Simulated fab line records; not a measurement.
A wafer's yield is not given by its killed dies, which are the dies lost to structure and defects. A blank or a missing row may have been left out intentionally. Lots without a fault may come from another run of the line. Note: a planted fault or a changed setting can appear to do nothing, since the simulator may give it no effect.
Which tool is to blame?    flow sky130    42 wafers from 14 lots sampled at 2 of the route's 708 steps

WHAT THE GAUGES SHOWED, per wafer
The record lacks any reading of a measuring or inspecting step that a usual standard deviation could be used to judge.

WHAT TOOL EACH LOT RAN ON (gives the tool, then ch and the chambers of the sampled wafers, and finally the start)
lot   SKY_LI_CONTACT_ETCH_14             SKY_PAD_OPEN_PROBE_99
L133  rieDiel-01 ch 0,1,3, day 28 13:02  -
L135  rieDiel-03 ch 1,3, day 29 11:26    -
L136  rieDiel-02 ch 1,2,3, day 29 18:59  -
L137  rieDiel-02 ch 0,3, day 30 03:20    -
L139  rieDiel-01 ch 0,1,3, day 31 00:20  -
L140  rieDiel-03 ch 0,1,3, day 31 05:32  -
L141  rieDiel-02 ch 1,3, day 31 18:22    -
L143  rieDiel-02 ch 0,1,3, day 33 04:29  -
L144  rieDiel-01 ch 0,2, day 33 08:29    -
L145  rieDiel-03 ch 0,1,3, day 33 10:17  -
L146  rieDiel-03 ch 0,1, day 33 13:56    -
L147  rieDiel-03 ch 0,1,3, day 33 20:40  prober-01, day 48 21:41
L152  rieDiel-02 ch 0,1,2, day 35 08:16  -
L153  rieDiel-03 ch 0,1,2, day 35 16:32  -
- SKY_LI_CONTACT_ETCH_14: etches BARC in N2/H2, stops on SiO2, time 45.9 s, target depth 60 nm.
- SKY_PAD_OPEN_PROBE_99

AS READ BY THE TOOLS THEMSELVES (means over the sampled wafers that have a number; for cases with no such wafer, the mark the record gives instead)
SKY_LI_CONTACT_ETCH_14.
lot   tool        drypumpMotorCurrentA (A)  n2FlowSccm (sccm)  oesProductAu (a.u.)  runLengthS (s)  throttleValvePct (%)
L133  rieDiel-01  5.7                       99.9               0.854                73.96           13.218
L135  rieDiel-03  6.0                       99.7               0.855                74.27           13.226
L136  rieDiel-02  5.7                       100.2              0.859                74.22           13.222
L137  rieDiel-02  5.9                       100.5              0.852                74.20           13.222
L139  rieDiel-01  5.7                       100.2              0.856                74.29           13.236
L140  rieDiel-03  6.4                       100.1              0.851                74.19           13.235
L141  rieDiel-02  5.9                       99.9               0.861                74.15           13.230
L143  rieDiel-02  5.8                       99.6               0.855                74.32           13.214
L144  rieDiel-01  5.8                       99.7               0.858                74.28           13.233
L145  rieDiel-03  6.4                       100.0              0.857                74.27           13.224
L146  rieDiel-03  6.7                       99.8               0.854                73.99           13.223
L147  rieDiel-03  6.4                       100.1              0.870                73.49           13.230
L152  rieDiel-02  5.6                       100.0              0.856                73.83           13.221
L153  rieDiel-03  6.2                       100.2              0.862                73.62           13.227

SKY_PAD_OPEN_PROBE_99.
lot   tool       killed_at_M0_to_M3  killed_at_M4_up  killedAtContacts  killedAtFrontEnd  killedAtOther  killedDies  killedOpen  killedShort
L147  prober-01  57                  2.0              18                16                0.0            93          44          49

THE ANSWER, worked out from the rows above alone
Rule: usual is defined by the lots themselves. The widest of any qualifying gaps counts: lots, ordered by their means at a reading, are off when they make up no more than a third of the lots, leave a main group of 4 or more, and stand apart from it by 3 or more times the standard deviation of that group's means. A main group whose means are all the same, to the digits that the tables above print for the reading, isn't used. Also off: a lot with no number at a reading for which 4 or more lots have one. All remaining lots with rows at the step are treated as sound. Order of review: gauges by route order, followed by the tools' own readings, for which a lot's mean as printed above is used. The first step at which some lot is off is used, and at that step the reading that is off furthest; a lot without a number counts as furthest.
No lot is off at any reading shown: from this, nothing can be told.

WHAT THE SIMULATOR PUT IN
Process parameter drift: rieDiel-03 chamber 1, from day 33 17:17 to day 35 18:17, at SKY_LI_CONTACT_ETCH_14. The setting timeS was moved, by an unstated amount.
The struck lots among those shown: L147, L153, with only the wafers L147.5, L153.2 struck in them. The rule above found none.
